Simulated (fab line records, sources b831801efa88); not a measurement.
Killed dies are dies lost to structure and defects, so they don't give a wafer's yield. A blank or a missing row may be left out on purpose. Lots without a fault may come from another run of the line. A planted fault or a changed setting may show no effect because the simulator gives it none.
fab line records | flow sky130
record lots=5 wafers=15 last_day=50
route steps=708 shown VT_ADJUST_NCORE@129 VT_ADJUST_HVTR@131 VT_ADJUST_PCH@143 SONOS_TUNNEL@154 SONOS_ONO@168
lots that met no fault: from a run of the same line without faults
start_h: hours from the record's first day to the start of the lot's first wafer shown | wait_h: hours since the lot's step before | " the same as in the row above | L1.1+2: a row that stands for several wafers | - no value, or no start given | * or withheld: withheld | < > ~ a bound
route shown NAME@n: a module of which the file shows steps, and the number in the route of the first | usual: mean/standard deviation of fault-free wafers | same: alike in all rows | chamber/n: place in a boat | sites: the reading at each site | _std_site: their standard deviation | _edge_site: outer sites' mean less inner sites' | radius_mm: how far each site lies from the wafer's centre | mask NAME#n: copy n | behind: the tool/chamber that last shaped the wafer | hold: why the lot was held/for how many hours/how that ended | device: the transistor (n, p or np) that didn't switch | end of line: the same wafers' tests at the end of the route | a step without rows: its recipe alone | killed: dies lost to structure and defects at the first sort, not the wafer's yield | map: a wafer's dies, x killed, . not, _ none there
set.NAME: the setting as run; set.NAME@STEP: as run at that earlier step | model.NAME: the simulator's own value behind a step, which no gauge read
lots at some steps of the route; a table a step, a row a wafer
services: from which hour (start_h, from the record's first day; less than 0 if before it) a tool's chamber was out of use, for how many hours, and why
## steps
# step SKY_VT_ADJUST_NCORE_STRIP_10
# recipe chemistry=O2/N2 power_w=1400 pressure_mtorr=1500 platen_temp_c=withheld o2_flow_sccm=3000 n2_flow_sccm=300 overash_fraction=0.5
# usual drypump_motor_current_A=5.7/0.37 oes_product_au=0.716/0.0047 strip_time_to_endpoint_s=14.18/0.043
# columns lot.wafer tool chamber start_h wait_h drypump_motor_current_A oes_product_au rf_hours_counter_h strip_time_to_endpoint_s
L084.1 plasma_asher-04 1 252.13 0.1 5.9 0.715 55 14.17
L084.5 " 1 " " 5.9 0.721 - 14.17
L084.6 " 0 " " 4.8 0.713 - 14.20
L085.3 plasma_asher-01 1 258.16 0.1 5.9 0.709 - 14.16
L085.5 " 0 " " 5.9 0.712 - 14.11
L085.6 " 1 " " 6.0 0.711 - 14.12
L090.1 plasma_asher-01 0 294.34 0.1 5.9 0.715 17 14.21
L090.2 " 1 " " 5.9 0.714 17 14.18
L090.3 " 0 " " 5.9 0.720 - 14.18
L095.1 plasma_asher-03 0 325.04 0.1 6.0 0.717 65 14.07
L095.5 " 1 " " 5.6 0.718 - 14.10
L095.6 " 0 " " 6.0 0.717 - 14.12
L096.1 plasma_asher-03 0 336.53 0.1 6.0 0.711 66 14.18
L096.2 " 1 " " 5.6 0.716 66 14.20
L096.6 " 1 " " 5.6 0.720 - 14.17
# step SKY_VT_ADJUST_NCORE_TW_MEAS_11
# usual VT_ADJUST_NCORE_TW=219.4/1.8
# columns lot.wafer tool chamber start_h wait_h VT_ADJUST_NCORE_TW
L084.1 film_metro-01 - 252.23 0.1 220.2
L084.5 " - " " 222.1
L084.6 " - " " 221.2
L085.3 film_metro-02 - 258.25 0.1 218.1
L085.5 " - " " 218.1
L085.6 " - " " 218.0
L090.1 film_metro-01 - 294.44 0.1 220.6
L090.2 " - " " 221.1
L090.3 " - " " 219.7
L095.1 film_metro-01 - 325.14 0.1 219.0
L095.5 " - " " 219.7
L095.6 " - " " 220.7
L096.1 film_metro-04 - 336.63 0.1 218.0
L096.2 " - " " 218.3
L096.6 " - " " 219.2
# step SKY_VT_ADJUST_HVTR_DEHYDRATE_00
# recipe temp_c=200 time_s=60
# same time_s=60
# columns lot.wafer tool chamber start_h wait_h
L084.1+5+6 litho_track-03 0 263.51 11.3
L085.3+5+6 litho_track-01 0 269.02 10.8
L090.1+2+3 litho_track-04 0 307.02 12.6
L095.1+5+6 litho_track-01 0 338.42 13.3
L096.1+2+6 litho_track-01 0 349.12 12.5
# step SKY_VT_ADJUST_HVTR_HMDS_01
# recipe prime_time_s=60 prime_temp_c=120
# same prime_time_s=60
# columns lot.wafer tool chamber start_h wait_h
L084.1+5+6 litho_track-03 0 263.66 0.1
L085.3+5+6 litho_track-01 0 269.17 0.1
L090.1+2+3 litho_track-04 0 307.17 0.1
L095.1+5+6 litho_track-01 0 338.57 0.1
L096.1+2+6 litho_track-01 0 349.27 0.1
# step SKY_VT_ADJUST_HVTR_COAT_02
# recipe resist=NOVOLAK spin_rpm=3000 resist_thk_nm=1140
# columns lot.wafer tool chamber start_h wait_h
L084.1+5+6 litho_track-03 0 263.81 0.1
L085.3+5+6 litho_track-01 0 269.32 0.1
L090.1+2+3 litho_track-04 0 307.32 0.1
L095.1+5+6 litho_track-01 0 338.72 0.1
L096.1+2+6 litho_track-01 0 349.42 0.1
# step SKY_VT_ADJUST_HVTR_SOFTBAKE_03
# recipe temp_c=90 time_s=60 resist=NOVOLAK
# same time_s=60
# columns lot.wafer tool chamber start_h wait_h
L084.1+5+6 litho_track-03 0 263.96 0.1
L085.3+5+6 litho_track-01 0 269.47 0.1
L090.1+2+3 litho_track-04 0 307.47 0.1
L095.1+5+6 litho_track-01 0 338.87 0.1
L096.1+2+6 litho_track-01 0 349.57 0.1
# step SKY_VT_ADJUST_HVTR_EXPOSE_04
# recipe mask_id=HVTRM target_cd_nm=380 na=0.6 source_shape=conventional sigma_outer=0.6 dose_mj=150
# same na=0.6
# columns lot.wafer tool chamber start_h wait_h mask
L084.1+5+6 iline_stepper-01 0 - - HVTRM#0
L085.3+5+6 iline_stepper-01 0 - - HVTRM#0
L090.1+2+3 iline_stepper-02 0 - - HVTRM#0
L095.1+5+6 iline_stepper-01 0 - - HVTRM#0
L096.1+2+6 iline_stepper-01 0 - - HVTRM#0
# step SKY_VT_ADJUST_HVTR_PEB_05
# recipe temp_c=withheld time_s=* resist=NOVOLAK
# same time_s=*
# columns lot.wafer tool chamber start_h wait_h
L084.1+5+6 litho_track-01 0 - -
L085.3+5+6 litho_track-03 0 - -
L090.1+2+3 litho_track-01 0 - -
L095.1+5+6 litho_track-03 0 - -
L096.1+2+6 litho_track-04 0 - -
# step SKY_VT_ADJUST_HVTR_DEVELOP_06
# recipe develop_time_s=60 dev_temp_c=23
# columns lot.wafer tool chamber start_h wait_h
L084.1+5+6 litho_track-01 0 275.67 0.1
L085.3+5+6 litho_track-03 0 282.71 0.1
L090.1+2+3 litho_track-01 0 319.62 0.1
L095.1+5+6 litho_track-03 0 352.11 0.1
L096.1+2+6 litho_track-04 0 363.92 0.1
# step SKY_VT_ADJUST_HVTR_CD_MEAS_07
# recipe target_cd_nm=380
# usual cd_nm=379.3/1.9
# columns lot.wafer tool chamber start_h wait_h cd_nm
L084.1 cd_sem-01 - 275.82 0.1 378.7
L084.5 " - " " 376.7
L084.6 " - " " 379.4
L085.3 cd_sem-01 - 282.85 0.1 380.7
L085.5 " - " " 381.4
L085.6 " - " " 379.8
L090.1 cd_sem-01 - 319.77 0.1 381.3
L090.2 " - " " 380.4
L090.3 " - " " 380.1
L095.1 cd_sem-02 - 352.26 0.1 382.2
L095.5 " - " " 382.4
L095.6 " - " " 382.1
L096.1 cd_sem-01 - 364.07 0.1 380.5
L096.2 " - " " 378.7
L096.6 " - " " 381.4
# step SKY_VT_ADJUST_HVTR_OVL_MEAS_08
# usual VT_ADJUST_HVTR_OVL=-0.7/1.2
# columns lot.wafer tool chamber start_h wait_h VT_ADJUST_HVTR_OVL[nm]
L084.1 overlay-01 - 275.94 0.1 -2.1
L084.5 " - " " -1.5
L084.6 " - " " -0.8
L085.3 overlay-01 - 282.94 0.1 -1.8
L085.5 " - " " 0.0
L085.6 " - " " -1.1
L090.1 overlay-02 - 319.89 0.1 -0.6
L090.2 " - " " 0.0
L090.3 " - " " -1.3
L095.1 overlay-02 - 352.38 0.1 -1.3
L095.5 " - " " -0.8
L095.6 " - " " -0.6
L096.1 overlay-02 - 364.19 0.1 0.4
L096.2 " - " " 0.7
L096.6 " - " " 2.5
# step SKY_VT_ADJUST_HVTR_IMPLANT_09
# recipe species=B energy_kev=10 dose_cm2=2.1e+12 tilt_deg=withheld
# usual end_station_pressure_torr=5.01e-06/2.7e-07
# columns lot.wafer tool chamber start_h wait_h end_station_pressure_torr
L084.1 implanter-03 0 275.97 0.0 4.33e-06
L084.5 " 0 " " 5.56e-06
L084.6 " 0 " " 4.85e-06
L085.3 implanter-02 0 283.02 0.1 5.08e-06
L085.5 " 0 " " 4.88e-06
L085.6 " 0 " " 4.72e-06
L090.1 implanter-01 0 319.92 0.0 5.06e-06
L090.2 " 0 " " 4.81e-06
L090.3 " 0 " " 5.04e-06
L095.1 implanter-01 0 352.42 0.0 4.92e-06
L095.5 " 0 " " 5.16e-06
L095.6 " 0 " " 5.27e-06
L096.1 implanter-02 0 364.23 0.0 5.02e-06
L096.2 " 0 " " 5.04e-06
L096.6 " 0 " " 5.35e-06
# step SKY_VT_ADJUST_HVTR_STRIP_10
# recipe chemistry=O2/N2 power_w=1400 pressure_mtorr=1500 platen_temp_c=withheld o2_flow_sccm=3000 n2_flow_sccm=300 overash_fraction=0.5
# usual drypump_motor_current_A=5.7/0.37 oes_product_au=0.715/0.0046 strip_time_to_endpoint_s=14.18/0.034
# columns lot.wafer tool chamber start_h wait_h drypump_motor_current_A oes_product_au rf_hours_counter_h strip_time_to_endpoint_s
L084.1 plasma_asher-03 1 276.12 0.1 5.7 0.724 60 14.20
L084.5 " 1 " " 5.6 0.718 - 14.22
L084.6 " 0 " " 6.0 0.714 - 14.20
L085.3 plasma_asher-02 0 283.15 0.1 6.0 0.712 - 14.19
L085.5 " 1 " " 5.6 0.716 - 14.20
L085.6 " 0 " " 6.0 0.710 - 14.21
L090.1 plasma_asher-04 0 320.07 0.1 4.8 0.712 62 14.18
L090.2 " 1 " " 5.9 0.707 62 14.17
L090.3 " 0 " " 4.8 0.721 - 14.21
L095.1 plasma_asher-04 0 352.57 0.1 4.8 0.715 64 14.22
L095.5 " 0 " " 4.8 0.710 - 14.26
L095.6 " 1 " " 5.9 0.708 - 14.26
L096.1 plasma_asher-03 0 364.38 0.1 6.0 0.717 69 14.21
L096.2 " 1 " " 5.6 0.716 69 14.22
L096.6 " 0 " " 6.0 0.720 - 14.19
# step SKY_VT_ADJUST_HVTR_TW_MEAS_11
# usual VT_ADJUST_HVTR_TW=210.9/1.4
# columns lot.wafer tool chamber start_h wait_h VT_ADJUST_HVTR_TW
L084.1 film_metro-03 - 276.22 0.1 211.6
L084.5 " - " " 210.1
L084.6 " - " " 210.3
L085.3 film_metro-03 - 283.24 0.1 209.6
L085.5 " - " " 209.1
L085.6 " - " " 210.0
L090.1 film_metro-04 - 320.17 0.1 208.9
L090.2 " - " " 208.0
L090.3 " - " " 208.1
L095.1 film_metro-04 - 352.67 0.1 210.5
L095.5 " - " " 210.0
L095.6 " - " " 209.4
L096.1 film_metro-03 - 364.48 0.1 210.7
L096.2 " - " " 211.4
L096.6 " - " " 210.9
# step SKY_VT_ADJUST_PCH_DEHYDRATE_00
# recipe temp_c=200 time_s=60
# same time_s=60
# columns lot.wafer tool chamber start_h wait_h
L084.1+5+6 litho_track-02 0 287.53 11.3
L085.3+5+6 litho_track-02 0 294.88 11.6
L090.1+2+3 litho_track-03 0 333.01 12.8
L095.1+5+6 litho_track-02 0 365.83 13.2
L096.1+2+6 litho_track-03 0 377.26 12.8
# step SKY_VT_ADJUST_PCH_HMDS_01
# recipe prime_time_s=60 prime_temp_c=120
# same prime_time_s=60
# columns lot.wafer tool chamber start_h wait_h
L084.1+5+6 litho_track-02 0 287.68 0.1
L085.3+5+6 litho_track-02 0 295.03 0.1
L090.1+2+3 litho_track-03 0 333.16 0.1
L095.1+5+6 litho_track-02 0 365.98 0.1
L096.1+2+6 litho_track-03 0 377.41 0.1
# step SKY_VT_ADJUST_PCH_COAT_02
# recipe spin_rpm=2000 resist_thk_nm=3000
# columns lot.wafer tool chamber start_h wait_h
L084.1+5+6 litho_track-02 0 287.83 0.1
L085.3+5+6 litho_track-02 0 295.18 0.1
L090.1+2+3 litho_track-03 0 333.31 0.1
L095.1+5+6 litho_track-02 0 366.13 0.1
L096.1+2+6 litho_track-03 0 377.56 0.1
# step SKY_VT_ADJUST_PCH_SOFTBAKE_03
# recipe temp_c=110 time_s=withheld
# columns lot.wafer tool chamber start_h wait_h
L084.1+5+6 litho_track-02 0 287.98 0.1
L085.3+5+6 litho_track-02 0 295.35 0.1
L090.1+2+3 litho_track-03 0 333.46 0.1
L095.1+5+6 litho_track-02 0 366.28 0.1
L096.1+2+6 litho_track-03 0 377.71 0.1
# step SKY_VT_ADJUST_PCH_EXPOSE_04
# recipe mask_id=NWM na=0.6 source_shape=conventional sigma_outer=0.6 polarization=unpolarized target_cd_nm=840 dose_mj=255
# same na=0.6
# columns lot.wafer tool chamber start_h wait_h mask
L084.1+5+6 iline_stepper-02 0 - - NWM#0
L085.3+5+6 iline_stepper-02 0 - - NWM#0
L090.1+2+3 iline_stepper-02 0 - - NWM#0
L095.1+5+6 iline_stepper-02 0 - - NWM#0
L096.1+2+6 iline_stepper-02 0 - - NWM#0
# step SKY_VT_ADJUST_PCH_PEB_05
# recipe temp_c=115 time_s=withheld
# columns lot.wafer tool chamber start_h wait_h
L084.1+5+6 litho_track-03 0 - -
L085.3+5+6 litho_track-03 0 - -
L090.1+2+3 litho_track-01 0 - -
L095.1+5+6 litho_track-03 0 - -
L096.1+2+6 litho_track-02 0 - -
# step SKY_VT_ADJUST_PCH_DEVELOP_06
# recipe wall_angle_deg=90 developer=TMAH develop_time_s=60 dev_temp_c=23
# columns lot.wafer tool chamber start_h wait_h
L084.1+5+6 litho_track-03 0 - -
L085.3+5+6 litho_track-03 0 - -
L090.1+2+3 litho_track-01 0 - -
L095.1+5+6 litho_track-03 0 - -
L096.1+2+6 litho_track-02 0 - -
# step SKY_VT_ADJUST_PCH_OVL_MEAS_07
# usual VT_ADJUST_PCH_OVL=-0.2/1.4
# columns lot.wafer tool chamber start_h wait_h VT_ADJUST_PCH_OVL[nm]
L084.1 overlay-01 - 300.96 - -1.7
L084.5 " - " " -2.1
L084.6 " - " " -2.7
L085.3 overlay-02 - 308.74 - -0.5
L085.5 " - " " -0.5
L085.6 " - " " -1.0
L090.1 overlay-02 - 346.42 - 1.7
L090.2 " - " " 2.2
L090.3 " - " " 1.4
L095.1 overlay-02 - 379.86 - 0.4
L095.5 " - " " 0.7
L095.6 " - " " 1.1
L096.1 overlay-01 - 393.03 - -0.2
L096.2 " - " " 0.0
L096.6 " - " " -0.7
# step SKY_VT_ADJUST_PCH_IMPLANT_08
# recipe species=B energy_kev=10 dose_cm2=5e+11 tilt_deg=withheld
# usual end_station_pressure_torr=4.99e-06/2.8e-07
# columns lot.wafer tool chamber start_h wait_h end_station_pressure_torr
L084.1 implanter-03 0 301.00 0.0 4.93e-06
L084.5 " 0 " " 4.89e-06
L084.6 " 0 " " 5.41e-06
L085.3 implanter-03 0 308.81 0.1 4.95e-06
L085.5 " 0 " " 4.89e-06
L085.6 " 0 " " 5.11e-06
L090.1 implanter-01 0 346.45 0.0 5.15e-06
L090.2 " 0 " " 5.03e-06
L090.3 " 0 " " 4.67e-06
L095.1 implanter-01 0 379.90 0.0 5.82e-06
L095.5 " 0 " " 4.96e-06
L095.6 " 0 " " 4.38e-06
L096.1 implanter-03 0 393.07 0.0 5.07e-06
L096.2 " 0 " " 5.09e-06
L096.6 " 0 " " 5.09e-06
# step SKY_VT_ADJUST_PCH_STRIP_09
# recipe chemistry=O2/N2 power_w=1400 pressure_mtorr=1500 platen_temp_c=withheld o2_flow_sccm=3000 n2_flow_sccm=300 overash_fraction=0.5
# usual drypump_motor_current_A=5.6/0.48 oes_product_au=0.722/0.0047 strip_time_to_endpoint_s=36.88/0.11
# columns lot.wafer tool chamber start_h wait_h drypump_motor_current_A oes_product_au rf_hours_counter_h strip_time_to_endpoint_s
L084.1 plasma_asher-04 0 301.15 0.1 4.8 0.727 59 36.97
L084.5 " 0 " " 4.8 0.726 - 36.90
L084.6 " 1 " " 5.9 0.715 - 36.90
L085.3 plasma_asher-04 0 308.94 0.1 4.8 0.713 - 36.90
L085.5 " 0 " " 4.8 0.722 - 37.02
L085.6 " 1 " " 5.9 0.722 - 36.88
L090.1 plasma_asher-04 0 346.60 0.1 4.8 0.718 64 36.91
L090.2 " 1 " " 5.9 0.720 64 36.93
L090.3 " 1 " " 5.9 0.718 - 36.84
L095.1 plasma_asher-01 1 380.05 0.1 5.9 0.717 26 36.88
L095.5 " 1 " " 5.9 0.718 - 36.75
L095.6 " 0 " " 5.9 0.713 - 36.90
L096.1 plasma_asher-04 0 393.22 0.1 4.8 0.721 68 36.80
L096.2 " 1 " " 5.9 0.716 68 36.91
L096.6 " 0 " " 4.8 0.720 - 36.92
# step SKY_VT_ADJUST_PCH_TW_MEAS_10
# usual VT_ADJUST_PCH_TW=142.1/0.81
# columns lot.wafer tool chamber start_h wait_h VT_ADJUST_PCH_TW
L084.1 film_metro-02 - 301.25 0.1 142.6
L084.5 " - " " 142.0
L084.6 " - " " 142.0
L085.3 film_metro-04 - 309.03 0.1 141.9
L085.5 " - " " 141.2
L085.6 " - " " 141.6
L090.1 film_metro-03 - 346.70 0.1 141.4
L090.2 " - " " 142.3
L090.3 " - " " 141.5
L095.1 film_metro-04 - 380.15 0.1 141.6
L095.5 " - " " 141.5
L095.6 " - " " 141.0
L096.1 film_metro-04 - 393.32 0.1 140.7
L096.2 " - " " 141.5
L096.6 " - " " 140.9
# step SKY_SONOS_TUNNEL_DEHYDRATE_00
# recipe temp_c=200 time_s=60
# same time_s=60
# columns lot.wafer tool chamber start_h wait_h
L084.1+5+6 litho_track-03 0 313.76 12.5
L085.3+5+6 litho_track-03 0 321.11 12.1
L090.1+2+3 litho_track-02 0 360.38 13.7
L095.1+5+6 litho_track-03 0 395.16 15.0
L096.1+2+6 litho_track-04 0 406.72 13.4
# step SKY_SONOS_TUNNEL_HMDS_01
# recipe prime_time_s=60 prime_temp_c=120
# same prime_time_s=60
# columns lot.wafer tool chamber start_h wait_h
L084.1+5+6 litho_track-03 0 313.91 0.1
L085.3+5+6 litho_track-03 0 321.26 0.1
L090.1+2+3 litho_track-02 0 360.53 0.1
L095.1+5+6 litho_track-03 0 395.31 0.1
L096.1+2+6 litho_track-04 0 406.87 0.1
# step SKY_SONOS_TUNNEL_COAT_02
# recipe resist=NOVOLAK spin_rpm=3000 resist_thk_nm=1140
# columns lot.wafer tool chamber start_h wait_h
L084.1+5+6 litho_track-03 0 314.06 0.1
L085.3+5+6 litho_track-03 0 321.41 0.1
L090.1+2+3 litho_track-02 0 360.68 0.1
L095.1+5+6 litho_track-03 0 395.46 0.1
L096.1+2+6 litho_track-04 0 407.02 0.1
# step SKY_SONOS_TUNNEL_SOFTBAKE_03
# recipe temp_c=90 time_s=60 resist=NOVOLAK
# same time_s=60
# columns lot.wafer tool chamber start_h wait_h
L084.1+5+6 litho_track-03 0 314.21 0.1
L085.3+5+6 litho_track-03 0 321.56 0.1
L090.1+2+3 litho_track-02 0 360.83 0.1
L095.1+5+6 litho_track-03 0 395.61 0.1
L096.1+2+6 litho_track-04 0 407.17 0.1
# step SKY_SONOS_TUNNEL_EXPOSE_04
# recipe mask_id=TUNM na=0.6 source_shape=conventional sigma_outer=0.6 polarization=unpolarized target_cd_nm=410 dose_mj=136
# same na=0.6
# columns lot.wafer tool chamber start_h wait_h mask
L084.1+5+6 iline_stepper-02 0 - - TUNM#0
L085.3+5+6 iline_stepper-02 0 - - TUNM#0
L090.1+2+3 iline_stepper-02 0 - - TUNM#0
L095.1+5+6 iline_stepper-02 0 - - TUNM#0
L096.1+2+6 iline_stepper-02 0 - - TUNM#0
# step SKY_SONOS_TUNNEL_PEB_05
# recipe temp_c=withheld time_s=* resist=NOVOLAK
# same time_s=*
# columns lot.wafer tool chamber start_h wait_h
L084.1+5+6 litho_track-02 0 - -
L085.3+5+6 litho_track-02 0 - -
L090.1+2+3 litho_track-02 0 - -
L095.1+5+6 litho_track-03 0 - -
L096.1+2+6 litho_track-04 0 - -
# step SKY_SONOS_TUNNEL_DEVELOP_06
# recipe resist=NOVOLAK developer=TMAH develop_time_s=60 dev_temp_c=23
# columns lot.wafer tool chamber start_h wait_h
L084.1+5+6 litho_track-02 0 327.23 0.1
L085.3+5+6 litho_track-02 0 334.93 0.1
L090.1+2+3 litho_track-02 0 373.73 0.1
L095.1+5+6 litho_track-03 0 409.16 0.1
L096.1+2+6 litho_track-04 0 422.42 0.1
# step SKY_SONOS_TUNNEL_CD_MEAS_07
# recipe target_cd_nm=410
# usual cd_nm=410.4/2.8
# columns lot.wafer tool chamber start_h wait_h cd_nm
L084.1 cd_sem-02 - 327.38 0.1 410.7
L084.5 " - " " 408.1
L084.6 " - " " 408.8
L085.3 cd_sem-01 - 335.07 0.1 412.0
L085.5 " - " " 411.3
L085.6 " - " " 410.9
L090.1 cd_sem-02 - 373.88 0.1 414.5
L090.2 " - " " 412.8
L090.3 " - " " 411.1
L095.1 cd_sem-02 - 409.31 0.1 414.3
L095.5 " - " " 412.9
L095.6 " - " " 413.8
L096.1 cd_sem-02 - 422.57 0.1 407.5
L096.2 " - " " 409.0
L096.6 " - " " 409.9
# step SKY_SONOS_TUNNEL_OVL_MEAS_08
# usual SONOS_TUNNEL_OVL=-1.7/1.4
# columns lot.wafer tool chamber start_h wait_h SONOS_TUNNEL_OVL[nm]
L084.1 overlay-02 - 327.50 0.1 -2.0
L084.5 " - " " -1.4
L084.6 " - " " -1.7
L085.3 overlay-01 - 335.17 0.1 1.1
L085.5 " - " " 0.8
L085.6 " - " " -1.1
L090.1 overlay-01 - 374.00 0.1 -3.5
L090.2 " - " " -2.0
L090.3 " - " " -4.5
L095.1 overlay-02 - 409.43 0.1 -3.9
L095.5 " - " " -2.6
L095.6 " - " " -3.6
L096.1 overlay-02 - 422.69 0.1 0.2
L096.2 " - " " 0.6
L096.6 " - " " 0.1
# step SKY_SONOS_TUNNEL_IMPLANT_09
# recipe species=B energy_kev=20 dose_cm2=1e+12 tilt_deg=withheld
# usual end_station_pressure_torr=4.99e-06/2.6e-07
# columns lot.wafer tool chamber start_h wait_h end_station_pressure_torr
L084.1 implanter-04 0 327.54 0.0 4.91e-06
L084.5 " 0 " " 5e-06
L084.6 " 0 " " 4.72e-06
L085.3 implanter-04 0 335.24 0.1 5.05e-06
L085.5 " 0 " " 4.83e-06
L085.6 " 0 " " 4.89e-06
L090.1 implanter-02 0 374.04 0.0 4.52e-06
L090.2 " 0 " " 5.25e-06
L090.3 " 0 " " 5.06e-06
L095.1 implanter-04 0 409.47 0.0 4.79e-06
L095.5 " 0 " " 4.79e-06
L095.6 " 0 " " 5.22e-06
L096.1 implanter-01 0 422.73 0.0 5.16e-06
L096.2 " 0 " " 4.99e-06
L096.6 " 0 " " 5.54e-06
# step SKY_SONOS_TUNNEL_WET_ETCH_10
# recipe chemistry=dHF target_depth_nm=14 target=SiO2 dilution=100:1 temp_c=25 time_s=280
# same time_s=280
# columns lot.wafer tool chamber start_h wait_h
L084.1+5+6 wet_bench-04 2 327.69 0.1
L085.3+5+6 wet_bench-04 0 335.34 0.1
L090.1+2+3 wet_bench-02 0 374.19 0.1
L095.1+5+6 wet_bench-04 1 409.62 0.1
L096.1+2+6 wet_bench-02 3 422.88 0.1
# step SKY_SONOS_TUNNEL_STRIP_11
# recipe chemistry=SPM time_s=600 temp_c=130
# same time_s=600
# columns lot.wafer tool chamber start_h wait_h
L084.1+5+6 wet_bench-03 3 327.78 0.0
L085.3+5+6 wet_bench-02 3 335.44 0.0
L090.1+2+3 wet_bench-03 0 374.28 0.0
L095.1+5+6 wet_bench-03 2 409.70 0.0
L096.1+2+6 wet_bench-03 0 422.96 0.0
# step SKY_SONOS_TUNNEL_TW_MEAS_12
# usual SONOS_TUNNEL_TW=197.8/1.1
# columns lot.wafer tool chamber start_h wait_h SONOS_TUNNEL_TW
L084.1 film_metro-01 - 327.96 0.0 198.1
L084.5 " - " " 199.9
L084.6 " - " " 198.1
L085.3 film_metro-03 - 335.64 0.0 196.1
L085.5 " - " " 196.4
L085.6 " - " " 197.5
L090.1 film_metro-02 - 374.46 0.0 198.2
L090.2 " - " " 198.5
L090.3 " - " " 196.9
L095.1 film_metro-02 - 409.88 0.0 196.9
L095.5 " - " " 196.6
L095.6 " - " " 197.5
L096.1 film_metro-01 - 423.14 0.0 198.4
L096.2 " - " " 199.2
L096.6 " - " " 198.5
# step SKY_SONOS_TUNNEL_CLEAN_13
# recipe chemistry=dHF time_s=20 dilution=100:1 dry=ipa_marangoni
# same time_s=20
# columns lot.wafer tool chamber start_h wait_h
L084.1+5+6 wet_bench-03 2 328.02 0.1
L085.3+5+6 wet_bench-04 3 335.68 0.0
L090.1+2+3 wet_bench-02 0 374.52 0.1
L095.1+5+6 wet_bench-02 2 409.94 0.1
L096.1+2+6 wet_bench-02 2 423.20 0.1
# step SKY_SONOS_ONO_OXIDATION_00
# recipe temp_c=800 ambient=O2 idle_temp_c=700 ramp_up_c_per_min=10 ramp_down_c_per_min=3 stabilise_s=600 purge_s=300 target_thk_a=26 ox_time_s=1249
# usual ox_temp_c=800.1/0.37 spike_tc_centre_C=801.1/1.1 tube_center_temp_C_max=802.1/0.35 zone_power_bottom_pct=19.5/1.9
# columns lot.wafer tool chamber start_h wait_h ox_temp_c spike_tc_centre_C tube_center_temp_C_max zone_power_bottom_pct
L084.1 furnace-02 0 329.12 1.1 800.7 800.5 802.2 21.5
L084.5 " 0 " " 800.7 801.4 802.5 21.3
L084.6 " 0 " " 800.4 800.6 801.9 21.4
L085.3 furnace-01 0 336.57 0.9 800.3 799.3 802.0 17.5
L085.5 " 0 " " 799.5 800.3 801.9 17.7
L085.6 " 0 " " 800.5 800.7 801.9 17.5
L090.1 furnace-01 0 374.93 0.4 799.9 802.1 802.1 17.6
L090.2 " 0 " " 800.3 802.5 801.9 17.9
L090.3 " 0 " " 800.0 802.0 801.8 17.6
L095.1 furnace-02 0 415.63 5.7 799.7 800.3 802.5 21.6
L095.5 " 0 " " 800.0 800.3 802.3 21.5
L095.6 " 0 " " 799.2 801.4 801.8 21.6
L096.1 furnace-01 0 424.26 1.1 800.5 799.7 802.1 17.4
L096.2 " 0 " " 800.4 800.9 802.1 17.5
L096.6 " 0 " " 799.9 801.5 802.5 17.5
# step SKY_SONOS_ONO_THK_MEAS_01
# recipe reads=SiO2_of_SONOS_ONO_OXIDATION_00
# usual SONOS_ONO_OXIDATION_THK=2.62/0.06
# columns lot.wafer tool chamber start_h wait_h SONOS_ONO_OXIDATION_THK[nm]
L084.1 film_metro-01 - 330.47 0.0 2.67
L084.5 " - " " 2.58
L084.6 " - " " 2.67
L085.3 film_metro-04 - 337.94 0.0 2.67
L085.5 " - " " 2.65
L085.6 " - " " 2.70
L090.1 film_metro-01 - 376.28 0.0 2.65
L090.2 " - " " 2.55
L090.3 " - " " 2.57
L095.1 film_metro-01 - 416.98 0.0 2.53
L095.5 " - " " 2.50
L095.6 " - " " 2.54
L096.1 film_metro-02 - 425.61 0.0 2.63
L096.2 " - " " 2.66
L096.6 " - " " 2.62
# step SKY_SONOS_ONO_CVD_02
# recipe material=Si3N4 precursor=DCS/NH3 target_thk_nm=10.5 temp_c=770 time_s=180 pressure_mtorr=250
# usual spike_tc_centre_C=770.6/1.1 zone_power_bottom_pct=21.6/2.8
# same time_s=180
# columns lot.wafer tool chamber start_h wait_h spike_tc_centre_C zone_power_bottom_pct
L084.1 lpcvd-02 0 330.59 0.1 771.0 24.1
L084.5 " 0 " " 770.5 23.9
L084.6 " 0 " " 769.2 23.8
L085.3 lpcvd-02 0 339.37 1.4 771.3 23.6
L085.5 " 0 " " 770.9 23.6
L085.6 " 0 " " 770.5 23.8
L090.1 lpcvd-02 1 376.34 0.1 769.4 17.5
L090.2 " 1 " " 769.6 17.7
L090.3 " 1 " " 770.0 18.0
L095.1 lpcvd-02 1 419.21 2.2 769.3 17.8
L095.5 " 1 " " 770.7 17.9
L095.6 " 1 " " 768.8 17.9
L096.1 lpcvd-02 1 425.67 0.1 770.1 17.9
L096.2 " 1 " " 767.6 18.0
L096.6 " 1 " " 771.0 17.8
# step SKY_SONOS_ONO_THK_MEAS_03
# recipe reads=Si3N4_of_SONOS_ONO_CVD_02
# usual SONOS_ONO_CVD_02_THK=10.53/0.13
# columns lot.wafer tool chamber start_h wait_h SONOS_ONO_CVD_02_THK[nm]
L084.1 film_metro-01 - 331.64 0.0 10.49
L084.5 " - " " 10.49
L084.6 " - " " 10.45
L085.3 film_metro-02 - 340.44 0.0 10.44
L085.5 " - " " 10.51
L085.6 " - " " 10.62
L090.1 film_metro-02 - 377.39 0.0 10.47
L090.2 " - " " 10.41
L090.3 " - " " 10.41
L095.1 film_metro-01 - 420.78 0.0 10.46
L095.5 " - " " 10.44
L095.6 " - " " 10.40
L096.1 film_metro-01 - 426.76 0.0 10.59
L096.2 " - " " 10.67
L096.6 " - " " 10.57
## services
# columns tool chamber start_h hours kind
implanter-01 - 245.49 2.8 pm
implanter-02 - 253.37 0.8 repair
implanter-04 - 262.54 4.4 repair
furnace-01 - 267.85 3.0 pm
plasma_asher-03 - 277.76 0.3 repair
implanter-02 - 278.65 0.7 repair
implanter-04 - 290.74 10.5 repair
implanter-03 - 309.79 2.0 repair
iline_stepper-01 - 320.84 4.4 pm
implanter-03 - 332.90 3.3 pm
plasma_asher-04 - 334.11 5.0 repair
iline_stepper-02 - 340.84 2.1 pm
implanter-01 - 353.63 0.7 repair
iline_stepper-02 - 354.91 1.7 pm
implanter-01 - 356.95 5.0 repair
plasma_asher-03 - 357.16 0.6 repair
implanter-02 - 376.86 2.0 pm
lpcvd-02 - 378.59 0.7 repair
implanter-03 - 383.01 1.2 repair
furnace-01 - 384.00 2.4 pm
plasma_asher-04 - 384.03 1.0 repair
implanter-03 - 388.48 3.2 pm
iline_stepper-01 - 410.13 1.7 pm
plasma_asher-03 - 421.25 9.0 pm
## key
fault none
